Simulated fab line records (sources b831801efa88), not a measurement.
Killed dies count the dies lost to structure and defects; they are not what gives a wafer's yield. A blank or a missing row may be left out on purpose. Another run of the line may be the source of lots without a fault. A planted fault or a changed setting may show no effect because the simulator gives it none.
A struck lot beside a sound one + flow sky130 + 14 out of 708 route steps
Sound: the wafers L569.1, L569.2, L569.3. Wafers struck: L579.3, L579.4, L579.6. Last of all comes the cause.
Each step with rows lists, per side, the tool, then ch with its chambers, then its first start. Under that, the readings that differ: sound wafers + struck wafers + difference of the means + sigmas: that difference in standard deviations of wafers without a fault.
alike: words and numbers the same on both sides, and readings whose means are apart by under 2 such deviations; not compared: readings that were withheld, readings missing a value for some wafer, numbers with overlapping values and no deviation given by the record, and bounds like >300 which may hide the same value.
Wherever a step has rows on one side only, a row that says differs or no value, or a row with sigmas, the two part there. When numbers do not overlap yet have no deviation, they are printed without sigmas and do not part them. A reading that every wafer of one side lacks parts them only if that side has two wafers or more.

first, 3 steps without rows for these wafers: SKY_METAL1_CLEAN_22 (cleans in IPA, time 180 s); SKY_METAL1_CLEAN_23 (cleans in O3/DIW); SKY_VIA1_HDPCVD_00 (deposits SiO2, target thk 1030 nm, time 171.7 s).
SKY_VIA1_THK_MEAS_01:
  sound on film metro-04, day 32 22:21; struck on film metro-04, day 38 11:21
| reading              | sound        | struck         | difference | sigmas |
|----------------------|--------------|----------------|------------|--------|
| VIA1_HDPCVD_THK (nm) | 1022 998 996 | 1029 1040 1030 | +28        | +2     |
SKY_VIA1_CMP_02: polishes SiO2.
  sound on cmp-02 ch 0,2,3, day 32 22:25; struck on cmp-01 ch 0,1,2, day 38 11:26
  alike: edge zone pressure frac, motor current A
SKY_VIA1_BOW_MEAS_03:
  sound on film metro-03, day 32 22:43; struck on film metro-01, day 38 11:44
  alike: VIA1_BOW
then, 6 steps without rows for these wafers: SKY_VIA1_DEHYDRATE_04 (time 60 s); SKY_VIA1_HMDS_05 (prime time 60 s); SKY_VIA1_COAT_06 (resist thk 60 nm); SKY_VIA1_COAT_07 (resist thk 450 nm); SKY_VIA1_SOFTBAKE_08 (time 90 s); SKY_VIA1_EXPOSE_09 (exposes mask VIM, target cd 150 nm).
SKY_VIA1_PEB_10:
  struck on litho track-03, day 39 13:00; sound on litho track-04 ch 0, day 34 01:00
| reading         | sound          | struck | difference                    | sigmas |
|-----------------|----------------|--------|-------------------------------|--------|
| exhaust pa (Pa) | 44.5 43.8 43.1 | - - -  | no value on the struck wafers |        |
  not compared: chill plate temp C
then, 1 step without rows for these wafers: SKY_VIA1_DEVELOP_11 (develop time 60 s).

## WHERE THEY PART
First at SKY_VIA1_THK_MEAS_01; last, within this record, at SKY_VIA1_PEB_10.

WHY: what the simulator had put in
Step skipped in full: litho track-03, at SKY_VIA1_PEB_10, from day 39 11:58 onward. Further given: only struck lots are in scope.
